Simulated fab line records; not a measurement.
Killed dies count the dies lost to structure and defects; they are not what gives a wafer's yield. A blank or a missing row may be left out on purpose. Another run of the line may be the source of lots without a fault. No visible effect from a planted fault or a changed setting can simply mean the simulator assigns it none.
Which tool was responsible? :: flow sky130 :: Sampling: 12 lots, 36 wafers, 6 of 708 route steps

== WHAT THE GAUGES READ, wafer by wafer ==
SKY_PWDE_OVL_MEAS_07.
lot: L430
measured: day 4 00:02
on: overlay-01
PWDE_OVL (nm): 2.0 0.1 0.8

lot: L431
measured: day 4 05:34
on: overlay-02
PWDE_OVL (nm): 2.2 -0.4 2.3

lot: L432
measured: day 4 12:10
on: overlay-02
PWDE_OVL (nm): 2.0 0.9 0.3

lot: L434
measured: day 4 21:56
on: overlay-01
PWDE_OVL (nm): 0.7 0.3 0.8

lot: L437
measured: day 5 16:34
on: overlay-02
PWDE_OVL (nm): 2.0 2.4 0.2

lot: L438
measured: day 6 05:55
on: overlay-02
PWDE_OVL (nm): 1.1 0.4 0.7

lot: L446
measured: day 7 17:57
on: overlay-02
PWDE_OVL (nm): -1.1 0.1 2.3

lot: L447
measured: day 7 23:34
on: overlay-02
PWDE_OVL (nm): 2.2 0.1 1.5

lot: L448
measured: day 8 06:23
on: overlay-02
PWDE_OVL (nm): -2.0 -0.6 -0.4

lot: L450
measured: day 8 18:34
on: overlay-01
PWDE_OVL (nm): -1.4 -1.6 0.8

lot: L451
measured: day 8 21:04
on: overlay-02
PWDE_OVL (nm): 0.5 -1.0 -0.5

lot: L452
measured: day 9 03:26
on: overlay-02
PWDE_OVL (nm): -1.0 -1.1 -1.9

SKY_VT_ADJUST_LVTN_OVL_MEAS_18.
lot: L430
measured: day 7 22:26
on: overlay-01
VT_ADJUST_LVTN_01_OVL (nm): 0.6 -0.5 -1.8

lot: L431
measured: day 8 05:25
on: overlay-01
VT_ADJUST_LVTN_01_OVL (nm): -1.4 0.4 0.1

lot: L432
measured: day 8 12:09
on: overlay-02
VT_ADJUST_LVTN_01_OVL (nm): -1.1 -0.4 -1.4

lot: L434
measured: day 8 23:26
on: overlay-01
VT_ADJUST_LVTN_01_OVL (nm): -2.6 -1.7 -1.7

lot: L437
measured: day 10 01:31
on: overlay-01
VT_ADJUST_LVTN_01_OVL (nm): - - -

lot: L438
measured: day 10 17:16
on: overlay-01
VT_ADJUST_LVTN_01_OVL (nm): - - -

lot: L446
measured: day 12 09:06
on: overlay-01
VT_ADJUST_LVTN_01_OVL (nm): -0.8 -0.8 -2.0

lot: L447
measured: day 12 20:06
on: overlay-01
VT_ADJUST_LVTN_01_OVL (nm): 0.1 1.2 0.6

lot: L448
measured: day 13 03:11
on: overlay-02
VT_ADJUST_LVTN_01_OVL (nm): -0.9 -2.8 -0.3

lot: L450
measured: day 13 17:37
on: overlay-01
VT_ADJUST_LVTN_01_OVL (nm): 0.0 -0.6 0.2

lot: L451
measured: day 13 21:47
on: overlay-02
VT_ADJUST_LVTN_01_OVL (nm): 1.9 0.4 0.9

lot: L452
measured: day 14 04:46
on: overlay-02
VT_ADJUST_LVTN_01_OVL (nm): -1.1 1.2 0.3

SKY_VT_ADJUST_LVTN_TW_MEAS_21.
lot: L430
measured: day 7 22:43
on: filmMetro-01
VT_ADJUST_LVTN_2_TW: 188.8 188.4 189.4

lot: L431
measured: day 8 05:43
on: filmMetro-04
VT_ADJUST_LVTN_2_TW: 186.0 184.7 185.2

lot: L432
measured: day 8 12:26
on: filmMetro-01
VT_ADJUST_LVTN_2_TW: 188.7 188.1 188.8

lot: L434
measured: day 8 23:43
on: filmMetro-03
VT_ADJUST_LVTN_2_TW: 187.3 186.7 187.7

lot: L437
measured: day 10 01:49
on: filmMetro-01
VT_ADJUST_LVTN_2_TW: 30.1 30.1 30.0 30.0 30.2 30.2

lot: L438
measured: day 10 17:34
on: filmMetro-03
VT_ADJUST_LVTN_2_TW: 30.0 29.8 29.9 29.9 29.7 30.1

lot: L446
measured: day 12 09:23
on: filmMetro-01
VT_ADJUST_LVTN_2_TW: 189.8 189.0 189.1

lot: L447
measured: day 12 20:23
on: filmMetro-03
VT_ADJUST_LVTN_2_TW: 186.7 187.1 187.6

lot: L448
measured: day 13 03:29
on: filmMetro-03
VT_ADJUST_LVTN_2_TW: 187.3 185.5 185.8

lot: L450
measured: day 13 17:55
on: filmMetro-01
VT_ADJUST_LVTN_2_TW: 189.6 189.4 189.5

lot: L451
measured: day 13 22:05
on: filmMetro-01
VT_ADJUST_LVTN_2_TW: 188.8 188.1 187.8

lot: L452
measured: day 14 05:04
on: filmMetro-01
VT_ADJUST_LVTN_2_TW: 189.5 189.5 189.3

== WHAT TOOL EACH LOT RAN ON (gives the tool, then ch and the chambers of the sampled wafers, and finally the start) ==
lot: L430
SKY_VT_ADJUST_HVTP_STRIP_10: plasmaAsher-02 ch 1, day 6 06:56
SKY_VT_ADJUST_LVTN_DEVELOP_17: lithoTrack-04 ch 0, day 7 22:18
SKY_VT_ADJUST_LVTN_STRIP_20: plasmaAsher-04 ch 0,1, day 7 22:37

lot: L431
SKY_VT_ADJUST_HVTP_STRIP_10: plasmaAsher-01 ch 0,1, day 6 12:56
SKY_VT_ADJUST_LVTN_DEVELOP_17: lithoTrack-04 ch 0, day 8 05:16
SKY_VT_ADJUST_LVTN_STRIP_20: plasmaAsher-02 ch 0,1, day 8 05:37

lot: L432
SKY_VT_ADJUST_HVTP_STRIP_10: plasmaAsher-01 ch 0,1, day 6 20:19
SKY_VT_ADJUST_LVTN_DEVELOP_17: lithoTrack-02 ch 0, day 8 12:00
SKY_VT_ADJUST_LVTN_STRIP_20: plasmaAsher-02 ch 0,1, day 8 12:20

lot: L434
SKY_VT_ADJUST_HVTP_STRIP_10: plasmaAsher-02 ch 0,1, day 7 06:32
SKY_VT_ADJUST_LVTN_DEVELOP_17: lithoTrack-04 ch 0, day 8 23:18
SKY_VT_ADJUST_LVTN_STRIP_20: plasmaAsher-04 ch 1, day 8 23:37

lot: L437
SKY_VT_ADJUST_HVTP_STRIP_10: plasmaAsher-01 ch 0,1, day 8 05:58
SKY_VT_ADJUST_LVTN_DEVELOP_17: lithoTrack-04 ch 0, day 10 01:22
SKY_VT_ADJUST_LVTN_STRIP_20: plasmaAsher-03 ch 0,1, day 10 01:43

lot: L438
SKY_VT_ADJUST_HVTP_STRIP_10: plasmaAsher-04 ch 0,1, day 8 20:32
SKY_VT_ADJUST_LVTN_DEVELOP_17: lithoTrack-04 ch 0, day 10 17:07
SKY_VT_ADJUST_LVTN_STRIP_20: plasmaAsher-04 ch 0,1, day 10 17:28

lot: L446
SKY_VT_ADJUST_HVTP_STRIP_10: plasmaAsher-02 ch 0,1, day 10 10:38
SKY_VT_ADJUST_LVTN_DEVELOP_17: lithoTrack-01 ch 0, day 12 08:58
SKY_VT_ADJUST_LVTN_STRIP_20: plasmaAsher-04 ch 0,1, day 12 09:17

lot: L447
SKY_VT_ADJUST_HVTP_STRIP_10: plasmaAsher-01 ch 0, day 10 18:50
SKY_VT_ADJUST_LVTN_DEVELOP_17: lithoTrack-02 ch 0, day 12 19:57
SKY_VT_ADJUST_LVTN_STRIP_20: plasmaAsher-04 ch 1, day 12 20:17

lot: L448
SKY_VT_ADJUST_HVTP_STRIP_10: plasmaAsher-04 ch 0,1, day 11 02:29
SKY_VT_ADJUST_LVTN_DEVELOP_17: lithoTrack-01 ch 0, day 13 03:02
SKY_VT_ADJUST_LVTN_STRIP_20: plasmaAsher-03 ch 0,1, day 13 03:23

lot: L450
SKY_VT_ADJUST_HVTP_STRIP_10: plasmaAsher-04 ch 0,1, day 11 15:25
SKY_VT_ADJUST_LVTN_DEVELOP_17: lithoTrack-02 ch 0, day 13 17:30
SKY_VT_ADJUST_LVTN_STRIP_20: plasmaAsher-02 ch 0,1, day 13 17:49

lot: L451
SKY_VT_ADJUST_HVTP_STRIP_10: plasmaAsher-02 ch 1, day 11 19:17
SKY_VT_ADJUST_LVTN_DEVELOP_17: lithoTrack-01 ch 0, day 13 21:38
SKY_VT_ADJUST_LVTN_STRIP_20: plasmaAsher-04 ch 0,1, day 13 21:59

lot: L452
SKY_VT_ADJUST_HVTP_STRIP_10: plasmaAsher-04 ch 0,1, day 12 02:32
SKY_VT_ADJUST_LVTN_DEVELOP_17: lithoTrack-02 ch 0, day 14 04:40
SKY_VT_ADJUST_LVTN_STRIP_20: plasmaAsher-02 ch 0,1, day 14 04:58
- SKY_VT_ADJUST_HVTP_STRIP_10: strips in O2/N2.
- SKY_VT_ADJUST_LVTN_DEVELOP_17: develop time 60 s.
- SKY_VT_ADJUST_LVTN_STRIP_20: strips in O2/N2.

== WHAT THE TOOLS THEMSELVES READ (means of the sampled wafers that have a number; where no wafer has one, the mark that the record gives instead) ==
SKY_VT_ADJUST_HVTP_STRIP_10.
lot: L430
tool: plasmaAsher-02
drypumpMotorCurrentA (A): 6.2
oesProductAu (a.u.): 0.716
stripTimeToEndpointS (s): 14.12

lot: L431
tool: plasmaAsher-01
drypumpMotorCurrentA (A): 5.8
oesProductAu (a.u.): 0.717
stripTimeToEndpointS (s): 14.19

lot: L432
tool: plasmaAsher-01
drypumpMotorCurrentA (A): 5.7
oesProductAu (a.u.): 0.717
stripTimeToEndpointS (s): 14.17

lot: L434
tool: plasmaAsher-02
drypumpMotorCurrentA (A): 5.8
oesProductAu (a.u.): 0.718
stripTimeToEndpointS (s): 14.21

lot: L437
tool: plasmaAsher-01
drypumpMotorCurrentA (A): 5.8
oesProductAu (a.u.): 0.715
stripTimeToEndpointS (s): 14.20

lot: L438
tool: plasmaAsher-04
drypumpMotorCurrentA (A): 5.3
oesProductAu (a.u.): 0.719
stripTimeToEndpointS (s): 14.16

lot: L446
tool: plasmaAsher-02
drypumpMotorCurrentA (A): 5.5
oesProductAu (a.u.): 0.718
stripTimeToEndpointS (s): 14.17

lot: L447
tool: plasmaAsher-01
drypumpMotorCurrentA (A): 6.0
oesProductAu (a.u.): 0.715
stripTimeToEndpointS (s): 14.21

lot: L448
tool: plasmaAsher-04
drypumpMotorCurrentA (A): 5.7
oesProductAu (a.u.): 0.713
stripTimeToEndpointS (s): 14.18

lot: L450
tool: plasmaAsher-04
drypumpMotorCurrentA (A): 5.3
oesProductAu (a.u.): 0.717
stripTimeToEndpointS (s): 14.20

lot: L451
tool: plasmaAsher-02
drypumpMotorCurrentA (A): 6.2
oesProductAu (a.u.): 0.716
stripTimeToEndpointS (s): 14.20

lot: L452
tool: plasmaAsher-04
drypumpMotorCurrentA (A): 5.7
oesProductAu (a.u.): 0.719
stripTimeToEndpointS (s): 14.16

SKY_VT_ADJUST_LVTN_STRIP_20.
lot: L430
tool: plasmaAsher-04
drypumpMotorCurrentA (A): 5.3
oesProductAu (a.u.): 0.720
stripTimeToEndpointS (s): 14.21

lot: L431
tool: plasmaAsher-02
drypumpMotorCurrentA (A): 5.8
oesProductAu (a.u.): 0.712
stripTimeToEndpointS (s): 14.20

lot: L432
tool: plasmaAsher-02
drypumpMotorCurrentA (A): 5.8
oesProductAu (a.u.): 0.718
stripTimeToEndpointS (s): 14.18

lot: L434
tool: plasmaAsher-04
drypumpMotorCurrentA (A): 4.9
oesProductAu (a.u.): 0.718
stripTimeToEndpointS (s): 14.17

lot: L437
tool: plasmaAsher-03
drypumpMotorCurrentA (A): 6.0
oesProductAu (a.u.): 0.717
stripTimeToEndpointS (s): 14.16

lot: L438
tool: plasmaAsher-04
drypumpMotorCurrentA (A): 5.7
oesProductAu (a.u.): 0.713
stripTimeToEndpointS (s): 14.21

lot: L446
tool: plasmaAsher-04
drypumpMotorCurrentA (A): 5.7
oesProductAu (a.u.): 0.716
stripTimeToEndpointS (s): 14.11

lot: L447
tool: plasmaAsher-04
drypumpMotorCurrentA (A): 4.9
oesProductAu (a.u.): 0.719
stripTimeToEndpointS (s): 14.13

lot: L448
tool: plasmaAsher-03
drypumpMotorCurrentA (A): 6.0
oesProductAu (a.u.): 0.713
stripTimeToEndpointS (s): 14.13

lot: L450
tool: plasmaAsher-02
drypumpMotorCurrentA (A): 5.8
oesProductAu (a.u.): 0.713
stripTimeToEndpointS (s): 14.19

lot: L451
tool: plasmaAsher-04
drypumpMotorCurrentA (A): 5.7
oesProductAu (a.u.): 0.717
stripTimeToEndpointS (s): 14.09

lot: L452
tool: plasmaAsher-02
drypumpMotorCurrentA (A): 5.5
oesProductAu (a.u.): 0.713
stripTimeToEndpointS (s): 14.19

== THE ANSWER, worked out from the rows above alone ==
Rule: the lots themselves supply what counts as usual. The widest of any qualifying gaps counts: lots, ordered by their means at a reading, are off when they make up no more than a third of the lots, leave a main group of 4 or more, and stand apart from it by 3 or more times the standard deviation of that group's means. If all means in a main group match to the digits the tables above print for the reading, that group is not used. Also off: a lot with no number at a reading for which 4 or more lots have one. Any other lot the step has rows for is counted as sound. After the gauges, taken in route order, come the tools' own readings; for these a lot's mean is taken, as printed above. The first step at which some lot is off is used, and at that step the reading that is off furthest; a lot without a number counts as furthest.
Off: L437, L438, seen at SKY_VT_ADJUST_LVTN_OVL_MEAS_18 (VT_ADJUST_LVTN_01_OVL). Without a number there: L437, L438. The main group has a mean of -0.5 nm with a standard deviation of 0.89.
A tool fits if, at a process step before that reading, it ran every lot that is off, and no sound lot after the first of them. The gauges at SKY_VT_ADJUST_LVTN_OVL_MEAS_18 aren't tried: what is off there is off at SKY_VT_ADJUST_LVTN_TW_MEAS_21 too, on other tools, and a gauge's error can't cause that. One fits: SKY_VT_ADJUST_LVTN_DEVELOP_17 on lithoTrack-04. A fault onset in the window from L434 (day 8 23:18, its last sound lot) to L437 (day 10 01:22, its first lot off) fits.

== WHAT HAD BEEN PUT IN BY THE SIMULATOR ==
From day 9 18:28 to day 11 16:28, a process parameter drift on lithoTrack-04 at SKY_VT_ADJUST_LVTN_DEVELOP_17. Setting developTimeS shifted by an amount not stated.
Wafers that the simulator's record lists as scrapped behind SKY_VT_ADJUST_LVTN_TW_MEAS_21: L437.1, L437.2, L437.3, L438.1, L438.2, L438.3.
Struck lots among those shown: L437, L438. This agrees with what the rule above found.
